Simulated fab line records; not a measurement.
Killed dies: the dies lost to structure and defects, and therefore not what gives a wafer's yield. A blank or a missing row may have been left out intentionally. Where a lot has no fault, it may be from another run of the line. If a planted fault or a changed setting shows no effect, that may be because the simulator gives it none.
Which tool was responsible? + flow gf180mcu + 11 lots, 33 wafers sampled, at 5 steps of a route of 602

== WHAT THE GAUGES READ, wafer by wafer ==
GF_V2_THK_MEAS_01. Usual: V2_CVD_00_THK typically reads 598 nm, with standard deviation 7.8.
| lot  | measured     | on            | V2_CVD_00_THK (nm) | flag |
|------|--------------|---------------|--------------------|------|
| L786 | day 19 15:19 | film metro-04 | 589 596 597        |      |
| L787 | day 19 20:02 | film metro-01 | 592 614 590        |      |
| L790 | day 21 01:53 | film metro-04 | 606 593 605        |      |
| L791 | day 21 09:27 | film metro-01 | 617 593 598        |      |
| L792 | day 21 15:28 | film metro-01 | 598 593 607        |      |
| L796 | day 23 11:37 | film metro-04 | 597 595 597        |      |
| L797 | day 23 15:23 | film metro-03 | 589 595 604        |      |
| L799 | day 24 13:04 | film metro-01 | 591 598 589        |      |
| L806 | day 26 17:02 | film metro-04 | 599 609 604        |      |
| L807 | day 27 00:35 | film metro-03 | 597 593 594        |      |
| L808 | day 27 08:35 | film metro-01 | 599 607 610        |      |

GF_PASSIVATION_THK_MEAS_03. Usual: PASSIVATION_CVD_02_THK typically reads 698 nm, with standard deviation 9.6.
| lot  | measured     | on            | PASSIVATION_CVD_02_THK (nm) | flag |
|------|--------------|---------------|-----------------------------|------|
| L786 | day 28 06:28 | film metro-03 | 709 717 721                 |      |
| L787 | day 28 12:20 | film metro-03 | 696 685 710                 |      |
| L790 | day 29 11:50 | film metro-04 | 705 698 714                 |      |
| L791 | day 29 21:55 | film metro-01 | 708 711 709                 |      |
| L792 | day 30 01:25 | film metro-04 | 707 698 709                 |      |
| L796 | day 31 11:47 | film metro-04 | 702 689 697                 |      |
| L797 | day 31 13:28 | film metro-01 | 594 590 595                 | OFF  |
| L799 | day 32 08:04 | film metro-01 | 581 585 589                 | OFF  |
| L806 | day 33 21:16 | film metro-04 | 700 702 708                 |      |
| L807 | day 34 01:41 | film metro-04 | 705 695 706                 |      |
| L808 | day 34 10:30 | film metro-03 | 691 684 702                 |      |

== WHAT TOOL EACH LOT RAN ON (gives the tool, then ch and the chambers of the sampled wafers, and finally the start) ==
| lot  | GF_V2_CMP_26                  | GF_M3_METAL_ETCH_16               | GF_PASSIVATION_CVD_02           |
|------|-------------------------------|-----------------------------------|---------------------------------|
| L786 | cmp-01 ch 0,2, day 20 17:38   | rie metal-04 ch 0,1, day 21 17:29 | pecvd-01 ch 1,2, day 28 06:10   |
| L787 | cmp-01 ch 0,2,3, day 20 21:08 | rie metal-02 ch 0,1, day 21 21:16 | pecvd-03 ch 0,1, day 28 12:02   |
| L790 | cmp-01 ch 0,2, day 22 03:21   | rie metal-01 ch 1, day 23 03:26   | pecvd-03 ch 0,2, day 29 11:32   |
| L791 | cmp-01 ch 0,1,3, day 22 11:46 | rie metal-04 ch 0,1, day 23 11:56 | pecvd-03 ch 0,1,2, day 29 21:44 |
| L792 | cmp-01 ch 2,3, day 22 16:31   | rie metal-04 ch 0,1, day 23 15:59 | pecvd-04 ch 0,2, day 30 01:05   |
| L796 | cmp-01 ch 1,2,3, day 24 11:44 | rie metal-02 ch 0,1, day 25 09:43 | pecvd-01 ch 0,1, day 31 11:29   |
| L797 | cmp-01 ch 0,1,2, day 24 15:34 | rie metal-01 ch 0,1, day 25 11:01 | pecvd-03 ch 0,1,2, day 31 13:10 |
| L799 | cmp-01 ch 0,1,3, day 25 11:55 | rie metal-01 ch 0,1, day 26 09:22 | pecvd-03 ch 1,2, day 32 07:47   |
| L806 | cmp-02 ch 1,2,3, day 27 15:20 | rie metal-01 ch 0,1, day 28 10:58 | pecvd-01 ch 0,1,2, day 33 20:59 |
| L807 | cmp-02 ch 0,1,3, day 27 21:16 | rie metal-01 ch 0,1, day 28 17:28 | pecvd-01 ch 0,2, day 34 01:23   |
| L808 | cmp-02 ch 0,1,3, day 28 05:17 | rie metal-02 ch 0,1, day 29 01:22 | pecvd-04 ch 0,1,2, day 34 10:13 |
- GF_V2_CMP_26: polishes, stops on SiO2, t overpolish 15 s, target thk 0 nm.
- GF_M3_METAL_ETCH_16: etches the open film in Cl2/BCl3, stops on SiO2, target depth 627.5 nm, time 104.6 s.
- GF_PASSIVATION_CVD_02: deposits Si3N4, target thk 700 nm, time 486.18 s.

== WHAT THE TOOLS THEMSELVES READ (means of the sampled wafers that have a number; where no wafer has one, the mark that the record gives instead) ==
GF_V2_CMP_26. Usual: motor current A 10.5 A, standard deviation 0.7; overpolish run s 15.001 s, standard deviation 0.01; time to endpoint s 85 s, standard deviation 3.7.
| lot  | tool   | motor current A (A) | overpolish run s (s) | time to endpoint s (s) | flag |
|------|--------|---------------------|----------------------|------------------------|------|
| L786 | cmp-01 | 10.8                | 15.007               | 86                     |      |
| L787 | cmp-01 | 10.8                | 15.007               | 86                     |      |
| L790 | cmp-01 | 10.7                | 15.001               | 85                     |      |
| L791 | cmp-01 | 10.6                | 15.011               | 90                     |      |
| L792 | cmp-01 | 10.1                | 15.002               | 83                     |      |
| L796 | cmp-01 | 10.2                | 15.001               | 86                     |      |
| L797 | cmp-01 | 10.9                | 14.994               | 84                     |      |
| L799 | cmp-01 | 10.6                | 15.000               | 81                     |      |
| L806 | cmp-02 | 10.6                | 14.992               | 87                     |      |
| L807 | cmp-02 | 10.3                | 15.010               | 85                     |      |
| L808 | cmp-02 | 10.3                | 15.009               | 85                     |      |

GF_M3_METAL_ETCH_16. Usual: drypump motor current A 5.6 A, standard deviation 0.44; oes product au 0.970 a.u., standard deviation 0.0056; throttle valve pct 28.252 %, standard deviation 0.0095.
| lot  | tool         | drypump motor current A (A) | oes product au (a.u.) | throttle valve pct (%) | flag |
|------|--------------|-----------------------------|-----------------------|------------------------|------|
| L786 | rie metal-04 | 5.4                         | 0.976                 | 28.247                 |      |
| L787 | rie metal-02 | 5.5                         | 0.974                 | 28.247                 |      |
| L790 | rie metal-01 | 5.9                         | 0.976                 | 28.250                 |      |
| L791 | rie metal-04 | 5.8                         | 0.973                 | 28.243                 |      |
| L792 | rie metal-04 | 5.4                         | 0.967                 | 28.264                 |      |
| L796 | rie metal-02 | 5.2                         | 0.971                 | 28.246                 |      |
| L797 | rie metal-01 | 5.9                         | 0.973                 | 28.255                 |      |
| L799 | rie metal-01 | 5.8                         | 0.968                 | 28.247                 |      |
| L806 | rie metal-01 | 5.9                         | 0.972                 | 28.252                 |      |
| L807 | rie metal-01 | 5.9                         | 0.966                 | 28.253                 |      |
| L808 | rie metal-02 | 5.2                         | 0.976                 | 28.241                 |      |

GF_PASSIVATION_CVD_02. Usual: heater power w 700 W, standard deviation 76; rf fwd power W 449.6 W, standard deviation 1.3.
| lot  | tool     | heater power w (W) | rf fwd power W (W) | flag |
|------|----------|--------------------|--------------------|------|
| L786 | pecvd-01 | 732                | 449.2              |      |
| L787 | pecvd-03 | 626                | 449.7              |      |
| L790 | pecvd-03 | 597                | 450.1              |      |
| L791 | pecvd-03 | 630                | 449.9              |      |
| L792 | pecvd-04 | 748                | 448.6              |      |
| L796 | pecvd-01 | 750                | 449.5              |      |
| L797 | pecvd-03 | 689                | 270.1              | OFF  |
| L799 | pecvd-03 | 660                | 269.4              | OFF  |
| L806 | pecvd-01 | 683                | 450.5              |      |
| L807 | pecvd-01 | 707                | 449.5              |      |
| L808 | pecvd-04 | 692                | 450.5              |      |

== THE ANSWER, worked out from the rows above alone ==
Rule: a lot is off if the mean of its wafers that have a number lies more than 3 standard deviations from the usual mean. Also off: a lot with no number at a reading for which 4 or more lots have one. The other lots that the step has rows for count as sound. Order of review: gauges by route order, followed by the tools' own readings, for which a lot's mean as printed above is used. The first step at which some lot is off is used, and at that step the reading that is off furthest; a lot without a number counts as furthest.
Off: L797, L799, seen at GF_PASSIVATION_THK_MEAS_03 (PASSIVATION_CVD_02_THK).
If a tool, at a process step before that reading, ran all the lots that are off and no sound lot after the first of them, it fits. The gauges at GF_PASSIVATION_THK_MEAS_03 aren't tried: what is off there is off at GF_PASSIVATION_CVD_02 too, on other tools, and a gauge's error can't cause that. 2 tools fit, cmp-01 at GF_V2_CMP_26 and pecvd-03 at GF_PASSIVATION_CVD_02, so this cannot tell which one it is.

== WHAT HAD BEEN PUT IN BY THE SIMULATOR ==
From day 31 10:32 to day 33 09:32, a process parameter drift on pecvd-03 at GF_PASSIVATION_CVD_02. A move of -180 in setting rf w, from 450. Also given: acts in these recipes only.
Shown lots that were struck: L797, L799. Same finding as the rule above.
